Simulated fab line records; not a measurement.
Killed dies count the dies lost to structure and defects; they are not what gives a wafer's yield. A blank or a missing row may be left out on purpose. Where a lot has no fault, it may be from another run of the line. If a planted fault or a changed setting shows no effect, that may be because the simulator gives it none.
The tool behind it: which one? || flow gf180mcu || 13 lots, 38 wafers sampled, at 5 steps of a route of 602

WHAT EACH GAUGE READ, for each wafer
GF_M1_THK_MEAS_06: measures by xrf.
{"lot": "L153", "measured": "day 16 03:22", "on": "film metro-01", "M1_ALCU_THK (nm)": "459 467 467"}
{"lot": "L154", "measured": "day 16 10:16", "on": "film metro-01", "M1_ALCU_THK (nm)": "458 463 467"}
{"lot": "L155", "measured": "day 16 22:34", "on": "film metro-01", "M1_ALCU_THK (nm)": "464 460 458"}
{"lot": "L156", "measured": "day 17 02:01", "on": "film metro-04", "M1_ALCU_THK (nm)": "448 455 456"}
{"lot": "L157", "measured": "day 17 16:10", "on": "film metro-01", "M1_ALCU_THK (nm)": "464 464 471"}
{"lot": "L158", "measured": "day 18 01:14", "on": "film metro-04", "M1_ALCU_THK (nm)": "457 456 453"}
{"lot": "L166", "measured": "day 21 00:23", "on": "film metro-04", "M1_ALCU_THK (nm)": "453 453 446"}
{"lot": "L168", "measured": "day 21 19:27", "on": "film metro-02", "M1_ALCU_THK (nm)": "466 459"}
{"lot": "L169", "measured": "day 22 02:35", "on": "film metro-02", "M1_ALCU_THK (nm)": "461 456 459"}
{"lot": "L170", "measured": "day 22 09:49", "on": "film metro-01", "M1_ALCU_THK (nm)": "460 460 457"}
{"lot": "L171", "measured": "day 22 13:03", "on": "film metro-04", "M1_ALCU_THK (nm)": "458 457 455"}
{"lot": "L173", "measured": "day 23 05:10", "on": "film metro-04", "M1_ALCU_THK (nm)": "464 462 455"}
{"lot": "L176", "measured": "day 24 20:11", "on": "film metro-01", "M1_ALCU_THK (nm)": "462 452 465"}

GF_M2_THK_MEAS_06: measures by xrf.
{"lot": "L153", "measured": "day 18 03:29", "on": "film metro-01", "M2_ALCU_THK (nm)": "461 452 452"}
{"lot": "L154", "measured": "day 18 10:43", "on": "film metro-04", "M2_ALCU_THK (nm)": "445 454 449"}
{"lot": "L155", "measured": "day 19 03:19", "on": "film metro-04", "M2_ALCU_THK (nm)": "452 456 452"}
{"lot": "L156", "measured": "day 19 04:33", "on": "film metro-01", "M2_ALCU_THK (nm)": "449 453 453"}
{"lot": "L157", "measured": "day 19 19:14", "on": "film metro-04", "M2_ALCU_THK (nm)": "450 448 449"}
{"lot": "L158", "measured": "day 20 04:03", "on": "film metro-01", "M2_ALCU_THK (nm)": "462 462 467"}
{"lot": "L166", "measured": "day 23 02:55", "on": "film metro-04", "M2_ALCU_THK (nm)": "453 434 451"}
{"lot": "L168", "measured": "day 23 21:01", "on": "film metro-04", "M2_ALCU_THK (nm)": "432 449"}
{"lot": "L169", "measured": "day 24 03:04", "on": "film metro-04", "M2_ALCU_THK (nm)": "454 459 446"}
{"lot": "L170", "measured": "day 24 17:38", "on": "film metro-04", "M2_ALCU_THK (nm)": "463 461 466"}
{"lot": "L171", "measured": "day 24 18:40", "on": "film metro-01", "M2_ALCU_THK (nm)": "458 463 465"}
{"lot": "L173", "measured": "day 25 02:07", "on": "film metro-03", "M2_ALCU_THK (nm)": "452 451 451"}
{"lot": "L176", "measured": "day 26 17:50", "on": "film metro-03", "M2_ALCU_THK (nm)": "460 462 462"}

WHICH TOOL RAN EACH LOT (tool, then ch and the chambers of the sampled wafers, then the start)
{"lot": "L153", "GF_SALICIDE_SPUTTER_03": "pvd sputter-01, day 15 03:30", "GF_V1_ETCH_16": "rie diel-03 ch 1,2, day 18 01:46", "GF_M2_SPUTTER_04": "pvd sputter-03, day 18 03:20"}
{"lot": "L154", "GF_SALICIDE_SPUTTER_03": "pvd sputter-03, day 15 09:36", "GF_V1_ETCH_16": "rie diel-01 ch 2,3, day 18 08:59", "GF_M2_SPUTTER_04": "pvd sputter-02, day 18 10:33"}
{"lot": "L155", "GF_SALICIDE_SPUTTER_03": "pvd sputter-03, day 15 21:26", "GF_V1_ETCH_16": "rie diel-03 ch 2,3, day 19 01:23", "GF_M2_SPUTTER_04": "pvd sputter-03, day 19 03:03"}
{"lot": "L156", "GF_SALICIDE_SPUTTER_03": "pvd sputter-02, day 16 01:20", "GF_V1_ETCH_16": "rie diel-02 ch 0,1,2, day 19 02:50", "GF_M2_SPUTTER_04": "pvd sputter-03, day 19 04:23"}
{"lot": "L157", "GF_SALICIDE_SPUTTER_03": "pvd sputter-01, day 16 14:09", "GF_V1_ETCH_16": "rie diel-02 ch 2,3, day 19 17:32", "GF_M2_SPUTTER_04": "pvd sputter-03, day 19 19:05"}
{"lot": "L158", "GF_SALICIDE_SPUTTER_03": "pvd sputter-03, day 16 20:50", "GF_V1_ETCH_16": "rie diel-03 ch 0,3, day 20 02:17", "GF_M2_SPUTTER_04": "pvd sputter-01, day 20 03:52"}
{"lot": "L166", "GF_SALICIDE_SPUTTER_03": "pvd sputter-02, day 19 21:27", "GF_V1_ETCH_16": "rie diel-03 ch 1,2,3, day 23 01:11", "GF_M2_SPUTTER_04": "pvd sputter-03, day 23 02:46"}
{"lot": "L168", "GF_SALICIDE_SPUTTER_03": "pvd sputter-01, day 20 16:30", "GF_V1_ETCH_16": "rie diel-01 ch 1,2, day 23 19:19", "GF_M2_SPUTTER_04": "pvd sputter-03, day 23 20:51"}
{"lot": "L169", "GF_SALICIDE_SPUTTER_03": "pvd sputter-02, day 20 23:42", "GF_V1_ETCH_16": "rie diel-03 ch 1,2,3, day 24 01:22", "GF_M2_SPUTTER_04": "pvd sputter-01, day 24 02:55"}
{"lot": "L170", "GF_SALICIDE_SPUTTER_03": "pvd sputter-03, day 21 07:19", "GF_V1_ETCH_16": "rie diel-02 ch 1,3, day 24 15:53", "GF_M2_SPUTTER_04": "pvd sputter-01, day 24 17:28"}
{"lot": "L171", "GF_SALICIDE_SPUTTER_03": "pvd sputter-03, day 21 11:38", "GF_V1_ETCH_16": "rie diel-01 ch 1,2,3, day 24 16:56", "GF_M2_SPUTTER_04": "pvd sputter-02, day 24 18:29"}
{"lot": "L173", "GF_SALICIDE_SPUTTER_03": "pvd sputter-03, day 22 03:20", "GF_V1_ETCH_16": "rie diel-03 ch 0,1,2, day 25 00:25", "GF_M2_SPUTTER_04": "pvd sputter-01, day 25 01:57"}
{"lot": "L176", "GF_SALICIDE_SPUTTER_03": "pvd sputter-02, day 23 09:41", "GF_V1_ETCH_16": "rie diel-01 ch 0,1, day 26 16:01", "GF_M2_SPUTTER_04": "pvd sputter-03, day 26 17:40"}
- GF_SALICIDE_SPUTTER_03: material TiN, target thk 20 nm, time 16.7 s.
- GF_V1_ETCH_16: etches BARC in N2/H2.
- GF_M2_SPUTTER_04: material TiN, target thk 50 nm, time 41.7 s.

WHAT THE TOOLS THEMSELVES READ (means of the sampled wafers that have a number; where no wafer has one, the mark that the record gives instead)
GF_SALICIDE_SPUTTER_03.
{"lot": "L153", "tool": "pvd sputter-01", "throttle valve pct (%)": 29.8}
{"lot": "L154", "tool": "pvd sputter-03", "throttle valve pct (%)": 29.9}
{"lot": "L155", "tool": "pvd sputter-03", "throttle valve pct (%)": 29.5}
{"lot": "L156", "tool": "pvd sputter-02", "throttle valve pct (%)": 30.3}
{"lot": "L157", "tool": "pvd sputter-01", "throttle valve pct (%)": 29.9}
{"lot": "L158", "tool": "pvd sputter-03", "throttle valve pct (%)": 29.8}
{"lot": "L166", "tool": "pvd sputter-02", "throttle valve pct (%)": 29.4}
{"lot": "L168", "tool": "pvd sputter-01", "throttle valve pct (%)": 30.0}
{"lot": "L169", "tool": "pvd sputter-02", "throttle valve pct (%)": 30.0}
{"lot": "L170", "tool": "pvd sputter-03", "throttle valve pct (%)": 29.5}
{"lot": "L171", "tool": "pvd sputter-03", "throttle valve pct (%)": 29.9}
{"lot": "L173", "tool": "pvd sputter-03", "throttle valve pct (%)": 30.1}
{"lot": "L176", "tool": "pvd sputter-02", "throttle valve pct (%)": 29.3}

GF_V1_ETCH_16.
{"lot": "L153", "tool": "rie diel-03", "drypump motor current A (A)": 5.3, "oes product au (a.u.)": 0.852, "throttle valve pct (%)": 13.225}
{"lot": "L154", "tool": "rie diel-01", "drypump motor current A (A)": 5.9, "oes product au (a.u.)": 0.857, "throttle valve pct (%)": 13.229}
{"lot": "L155", "tool": "rie diel-03", "drypump motor current A (A)": 5.6, "oes product au (a.u.)": 0.845, "throttle valve pct (%)": 13.219}
{"lot": "L156", "tool": "rie diel-02", "drypump motor current A (A)": 5.8, "oes product au (a.u.)": 0.854, "throttle valve pct (%)": 13.229}
{"lot": "L157", "tool": "rie diel-02", "drypump motor current A (A)": 6.0, "oes product au (a.u.)": 0.856, "throttle valve pct (%)": 13.227}
{"lot": "L158", "tool": "rie diel-03", "drypump motor current A (A)": 5.8, "oes product au (a.u.)": 0.852, "throttle valve pct (%)": 13.219}
{"lot": "L166", "tool": "rie diel-03", "drypump motor current A (A)": 5.4, "oes product au (a.u.)": 0.856, "throttle valve pct (%)": 13.230}
{"lot": "L168", "tool": "rie diel-01", "drypump motor current A (A)": 6.5, "oes product au (a.u.)": 0.855, "throttle valve pct (%)": 13.231}
{"lot": "L169", "tool": "rie diel-03", "drypump motor current A (A)": 5.4, "oes product au (a.u.)": 0.850, "throttle valve pct (%)": 13.221}
{"lot": "L170", "tool": "rie diel-02", "drypump motor current A (A)": 5.7, "oes product au (a.u.)": 0.858, "throttle valve pct (%)": 13.225}
{"lot": "L171", "tool": "rie diel-01", "drypump motor current A (A)": 6.3, "oes product au (a.u.)": 0.854, "throttle valve pct (%)": 13.215}
{"lot": "L173", "tool": "rie diel-03", "drypump motor current A (A)": 5.6, "oes product au (a.u.)": 0.857, "throttle valve pct (%)": 13.229}
{"lot": "L176", "tool": "rie diel-01", "drypump motor current A (A)": 6.1, "oes product au (a.u.)": 0.849, "throttle valve pct (%)": 13.221}

GF_M2_SPUTTER_04.
{"lot": "L153", "tool": "pvd sputter-03", "throttle valve pct (%)": 29.8}
{"lot": "L154", "tool": "pvd sputter-02", "throttle valve pct (%)": 29.7}
{"lot": "L155", "tool": "pvd sputter-03", "throttle valve pct (%)": 29.5}
{"lot": "L156", "tool": "pvd sputter-03", "throttle valve pct (%)": 30.0}
{"lot": "L157", "tool": "pvd sputter-03", "throttle valve pct (%)": 29.6}
{"lot": "L158", "tool": "pvd sputter-01", "throttle valve pct (%)": 29.8}
{"lot": "L166", "tool": "pvd sputter-03", "throttle valve pct (%)": 29.9}
{"lot": "L168", "tool": "pvd sputter-03", "throttle valve pct (%)": 29.8}
{"lot": "L169", "tool": "pvd sputter-01", "throttle valve pct (%)": 29.7}
{"lot": "L170", "tool": "pvd sputter-01", "throttle valve pct (%)": 29.8}
{"lot": "L171", "tool": "pvd sputter-02", "throttle valve pct (%)": 29.9}
{"lot": "L173", "tool": "pvd sputter-01", "throttle valve pct (%)": 29.6}
{"lot": "L176", "tool": "pvd sputter-03", "throttle valve pct (%)": 29.6}

THE ANSWER, worked out from the rows above alone
Rule: usual is defined by the lots themselves. The widest of any qualifying gaps counts: lots, ordered by their means at a reading, are off when they make up no more than a third of the lots, leave a main group of 4 or more, and stand apart from it by 3 or more times the standard deviation of that group's means. The tables above print the reading to a certain number of digits; a main group whose means all agree to those digits is not used. A lot without any number at a reading at which 4 lots or more have one is off too. All remaining lots with rows at the step are treated as sound. Order of review: gauges by route order, followed by the tools' own readings, for which a lot's mean as printed above is used. The first step at which some lot is off is used, and at that step the reading that is off furthest; a lot without a number counts as furthest.
No lot is off at any reading shown: from this, nothing can be told.

WHAT WAS PUT IN BY THE SIMULATOR
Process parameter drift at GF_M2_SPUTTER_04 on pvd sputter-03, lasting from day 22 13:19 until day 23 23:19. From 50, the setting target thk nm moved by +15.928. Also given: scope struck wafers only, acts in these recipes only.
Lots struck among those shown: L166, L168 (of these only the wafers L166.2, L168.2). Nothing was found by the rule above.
